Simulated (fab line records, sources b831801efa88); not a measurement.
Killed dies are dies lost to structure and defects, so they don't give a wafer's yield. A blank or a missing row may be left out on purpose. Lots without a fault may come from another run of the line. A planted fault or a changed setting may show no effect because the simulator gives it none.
Which tool did it? | flow sky130 | 24 lots, 72 wafers sampled, at 4 steps of a route of 708

WHAT THE GAUGES READ, wafer by wafer
SKY_SD_N_RS_MEAS_18: measures by four-point-probe. Usual: RES_XHIGH_RS 333.6 ohm/sq, standard deviation 1.1.
lot  | measured     | on            | RES_XHIGH_RS (ohm/sq) | flag
L074 | day 27 16:59 | film_metro-03 | 333.7 334.2 334.2     |
L076 | day 28 18:12 | film_metro-01 | 333.4 332.3 333.1     |
L075 | day 28 21:06 | film_metro-01 | 333.5 334.2 333.9     |
L077 | day 29 01:56 | film_metro-02 | 334.1 333.9 333.8     |
L078 | day 29 02:43 | film_metro-02 | 336.6 335.2 334.1     |
L079 | day 29 18:00 | film_metro-02 | 332.3 332.7 333.8     |
L080 | day 30 05:40 | film_metro-03 | 335.1 334.4 334.8     |
L081 | day 30 12:56 | film_metro-02 | 332.3 332.0 335.0     |
L082 | day 30 18:47 | film_metro-01 | 334.8 333.7 333.7     |
L083 | day 31 07:32 | film_metro-03 | 332.7 333.0 333.5     |
L084 | day 31 13:18 | film_metro-03 | 332.8 333.0 333.4     |
L085 | day 32 03:10 | film_metro-01 | 334.5 335.3 334.1     |
L086 | day 32 10:48 | film_metro-03 | 332.9 333.5 333.8     |
L087 | day 32 12:50 | film_metro-01 | 333.5 334.1 334.2     |
L088 | day 32 20:14 | film_metro-01 | 333.9 333.5 333.5     |
L089 | day 32 23:34 | film_metro-03 | 334.2 332.9 334.8     |
L090 | day 33 10:47 | film_metro-02 | 333.2 332.3 331.8     |
L092 | day 33 19:52 | film_metro-03 | 333.5 333.2 334.1     |
L091 | day 34 00:21 | film_metro-03 | 333.2 333.1 334.4     |
L093 | day 34 16:10 | film_metro-02 | 334.4 332.1 334.2     |
L095 | day 34 17:01 | film_metro-03 | 335.1 331.3 333.6     |
L094 | day 35 02:24 | film_metro-03 | 333.2 332.4 332.7     |
L096 | day 35 08:49 | film_metro-03 | 332.7 332.8 331.1     |
L097 | day 35 12:16 | film_metro-03 | 331.4 331.5 331.3     |

SKY_CONTACT_THK_MEAS_26: measures by xrf. Usual: CONTACT_W_THK 341 nm, standard deviation 5.5.
lot  | measured     | on            | CONTACT_W_THK (nm) | flag
L074 | day 31 10:55 | film_metro-03 | 344 345 337        |
L076 | day 32 09:54 | film_metro-03 | 343 354 342        |
L075 | day 32 12:51 | film_metro-02 | 333 341 332        |
L077 | day 32 16:29 | film_metro-04 | 337 341 343        |
L078 | day 32 18:04 | film_metro-02 | 332 337 334        |
L079 | day 33 09:02 | film_metro-04 | 336 339 329        |
L080 | day 33 19:54 | film_metro-04 | 336 335 336        |
L081 | day 34 02:39 | film_metro-02 | 339 340 334        |
L082 | day 34 07:59 | film_metro-03 | 345 335 342        |
L083 | day 34 20:52 | film_metro-02 | 336 347 345        |
L084 | day 35 02:25 | film_metro-04 | 342 342 345        |
L085 | day 35 15:28 | film_metro-04 | 346 342 346        |
L086 | day 35 23:44 | film_metro-02 | 337 329 332        |
L087 | day 36 00:59 | film_metro-03 | 343 346 350        |
L088 | day 36 09:26 | film_metro-03 | 339 342 341        |
L089 | day 36 11:49 | film_metro-04 | 342 350 350        |
L090 | day 36 22:04 | film_metro-02 | 336 340 335        |
L092 | day 37 07:02 | film_metro-03 | 341 341 342        |
L091 | day 37 12:16 | film_metro-04 | 346 348 347        |
L093 | day 38 03:25 | film_metro-03 | 347 346 344        |
L095 | day 38 04:26 | film_metro-04 | 344 343 348        |
L094 | day 38 14:07 | film_metro-04 | 342 343 345        |
L096 | day 38 19:54 | film_metro-03 | 347 350 342        |
L097 | day 38 23:56 | film_metro-02 | 332 338 332        |

SKY_VIA2_THK_MEAS_23: measures by xrf. Usual: VIA2_W_THK 420 nm, standard deviation 8.6.
lot  | measured     | on            | VIA2_W_THK (nm) | flag
L074 | day 36 02:29 | film_metro-02 | 397 403 404     |
L076 | day 36 23:48 | film_metro-03 | 426 424 427     |
L075 | day 37 05:45 | film_metro-03 | 430 431 426     |
L077 | day 37 09:22 | film_metro-02 | 420 421 407     |
L078 | day 37 10:00 | film_metro-04 | 425 420 420     |
L079 | day 37 23:38 | film_metro-02 | 425 426 421     |
L080 | day 38 11:21 | film_metro-03 | 438 420 439     |
L081 | day 38 17:11 | film_metro-04 | 439 437 429     |
L082 | day 38 22:59 | film_metro-02 | 429 422 413     |
L083 | day 39 10:41 | film_metro-04 | 412 428 424     |
L084 | day 39 17:19 | film_metro-03 | 415 412 423     |
L085 | day 40 03:39 | film_metro-04 | 427 415 420     |
L086 | day 40 12:06 | film_metro-04 | 428 413 422     |
L087 | day 40 12:28 | film_metro-02 | 422 427 419     |
L088 | day 40 20:15 | film_metro-02 | 417 413 416     |
L089 | day 40 23:31 | film_metro-04 | 421 418 423     |
L090 | day 41 09:31 | film_metro-03 | 423 426 421     |
L092 | day 41 17:01 | film_metro-04 | 404 406 409     |
L091 | day 41 21:27 | film_metro-03 | 421 421 419     |
L093 | day 42 10:51 | film_metro-03 | 426 423 424     |
L095 | day 42 13:01 | film_metro-04 | 409 406 409     |
L094 | day 42 20:53 | film_metro-02 | 426 426 429     |
L096 | day 43 03:34 | film_metro-04 | 413 407 410     |
L097 | day 43 05:54 | film_metro-04 | 405 413 404     |

WHICH TOOL RAN EACH LOT (tool, then ch and the chambers of the sampled wafers, then the start)
lot  | SKY_METAL2_DESCUM_17
L074 | rie_metal-04 ch 1, day 34 22:02
L076 | rie_metal-02 ch 0,1, day 35 19:53
L075 | rie_metal-04 ch 0, day 36 00:17
L077 | rie_metal-04 ch 0, day 36 03:50
L078 | rie_metal-02 ch 0,1, day 36 05:20
L079 | rie_metal-02 ch 0,1, day 36 19:08
L080 | rie_metal-03 ch 0, day 37 07:05
L081 | rie_metal-03 ch 0, day 37 12:48
L082 | rie_metal-02 ch 0,1, day 37 18:26
L083 | rie_metal-03 ch 0, day 38 06:35
L084 | rie_metal-02 ch 0,1, day 38 13:40
L085 | rie_metal-03 ch 0,1, day 39 00:26
L086 | rie_metal-04 ch 0,1, day 39 08:29
L087 | rie_metal-03 ch 0,1, day 39 09:17
L088 | rie_metal-04 ch 0,1, day 39 17:05
L089 | rie_metal-03 ch 0,1, day 39 20:26
L090 | rie_metal-02 ch 0,1, day 40 06:20
L092 | rie_metal-04 ch 1, day 40 14:29
L091 | rie_metal-03 ch 0,1, day 40 18:59
L093 | rie_metal-02 ch 0,1, day 41 08:17
L095 | rie_metal-04 ch 0,1, day 41 11:08
L094 | rie_metal-04 ch 0, day 41 18:38
L096 | rie_metal-02 ch 0,1, day 42 00:38
L097 | rie_metal-04 ch 0,1, day 42 04:26
- SKY_METAL2_DESCUM_17: chemistry O2, time 8 s.

WHAT THE TOOLS THEMSELVES READ (means of the sampled wafers that have a number; where no wafer has one, the mark that the record gives instead)
SKY_METAL2_DESCUM_17. Usual: drypump_motor_current_A 5.9 A, standard deviation 0.63; oes_product_au 0.997 a.u., standard deviation 0.0097; temp_c 40.02 C, standard deviation 0.1.
lot  | tool         | drypump_motor_current_A (A) | oes_product_au (a.u.) | temp_c (C) | flag
L074 | rie_metal-04 | 5.3                         | 0.995                 | 40.08      |
L076 | rie_metal-02 | 5.3                         | 0.996                 | 40.02      |
L075 | rie_metal-04 | 6.3                         | 0.991                 | 40.07      |
L077 | rie_metal-04 | 6.3                         | 0.990                 | 40.05      |
L078 | rie_metal-02 | 5.3                         | 0.996                 | 39.91      |
L079 | rie_metal-02 | 5.5                         | 0.991                 | 40.07      |
L080 | rie_metal-03 | 6.8                         | 0.996                 | 40.07      |
L081 | rie_metal-03 | 6.8                         | 1.002                 | 40.10      |
L082 | rie_metal-02 | 5.5                         | 1.008                 | 40.12      |
L083 | rie_metal-03 | 6.8                         | 0.997                 | 40.01      |
L084 | rie_metal-02 | 5.3                         | 0.994                 | 40.06      |
L085 | rie_metal-03 | 6.3                         | 0.997                 | 40.05      |
L086 | rie_metal-04 | 6.0                         | 0.991                 | 40.09      |
L087 | rie_metal-03 | 6.4                         | 1.006                 | 40.11      |
L088 | rie_metal-04 | 6.0                         | 0.986                 | 40.03      |
L089 | rie_metal-03 | 5.9                         | 1.000                 | 40.05      |
L090 | rie_metal-02 | 5.3                         | 0.997                 | 40.05      |
L092 | rie_metal-04 | 5.3                         | 1.015                 | 39.99      |
L091 | rie_metal-03 | 6.4                         | 1.007                 | 40.14      |
L093 | rie_metal-02 | 5.3                         | 0.995                 | 39.97      |
L095 | rie_metal-04 | 5.6                         | 0.985                 | 39.97      |
L094 | rie_metal-04 | 6.3                         | 0.984                 | 39.92      |
L096 | rie_metal-02 | 5.3                         | 1.004                 | 39.94      |
L097 | rie_metal-04 | 5.6                         | 1.000                 | 40.02      |

THE ANSWER, worked out from the rows above alone
Rule: a lot is off if the mean of its wafers that have a number lies more than 3 standard deviations from the usual mean. A lot without any number at a reading at which 4 lots or more have one is off too. The other lots that the step has rows for count as sound. The gauges are gone through in route order, then the tools' own readings, and for those a lot's mean is taken as printed above. The first step at which some lot is off is used, and at that step the reading that is off furthest; a lot without a number counts as furthest.
No lot is off at any reading shown: from this, nothing can be told.

WHAT THE SIMULATOR HAD PUT IN
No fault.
